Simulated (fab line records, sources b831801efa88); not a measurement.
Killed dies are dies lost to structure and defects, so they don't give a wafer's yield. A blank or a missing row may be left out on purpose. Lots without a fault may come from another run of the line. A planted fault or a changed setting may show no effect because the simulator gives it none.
Which tool did it? | flow gf180mcu | 13 lots, 39 wafers sampled, at 1 step of a route of 602

WHAT THE GAUGES READ, wafer by wafer
GF_STI_THK_MEAS_22.
lot  | measured    | on            | STI_OXIDATION_01_THK (nm)
L988 | day 2 13:03 | film_metro-01 | 15.12 15.05 15.14
L989 | day 2 19:58 | film_metro-01 | 15.03 14.86 14.82
L990 | day 3 00:19 | film_metro-01 | 14.93 15.01 14.97
L991 | day 3 04:49 | film_metro-02 | 15.34 15.06 15.20
L992 | day 3 11:16 | film_metro-01 | 14.77 14.59 14.97
L996 | day 4 08:42 | film_metro-04 | 15.25 14.99 15.19
L997 | day 4 12:54 | film_metro-01 | 15.16 15.14 15.05
L998 | day 4 16:53 | film_metro-01 | 14.83 15.24 14.98
L999 | day 5 00:58 | film_metro-01 | 15.39 15.44 15.26
L106 | day 6 10:53 | film_metro-01 | 15.00 15.17 14.87
L107 | day 6 17:43 | film_metro-04 | 14.42 14.95 14.83
L108 | day 6 23:31 | film_metro-04 | 14.33 14.39 14.35
L109 | day 7 02:40 | film_metro-04 | 14.83 14.72 14.65

WHICH TOOL RAN EACH LOT (tool, then ch and the chambers of the sampled wafers, then the start)
The record holds no process step before these readings.

WHAT THE TOOLS THEMSELVES READ (means of the sampled wafers that have a number; where no wafer has one, the mark that the record gives instead)
The record holds no such reading with a usual standard deviation.

THE ANSWER, worked out from the rows above alone
Rule: what is usual is taken from the lots themselves. Put in order of their means at a reading, lots are off if they are a third of the lots or fewer, leave a main group of 4 or more, and stand apart from it by a gap of 3 or more times the standard deviation of the main group's means; of several such gaps the widest counts. A main group whose means are all the same, to the digits that the tables above print for the reading, isn't used. A lot without any number at a reading at which 4 lots or more have one is off too. The other lots that the step has rows for count as sound. The gauges are gone through in route order, then the tools' own readings, and for those a lot's mean is taken as printed above. The first step at which some lot is off is used, and at that step the reading that is off furthest; a lot without a number counts as furthest.
No lot is off at any reading shown: from this, nothing can be told.

WHAT THE SIMULATOR HAD PUT IN
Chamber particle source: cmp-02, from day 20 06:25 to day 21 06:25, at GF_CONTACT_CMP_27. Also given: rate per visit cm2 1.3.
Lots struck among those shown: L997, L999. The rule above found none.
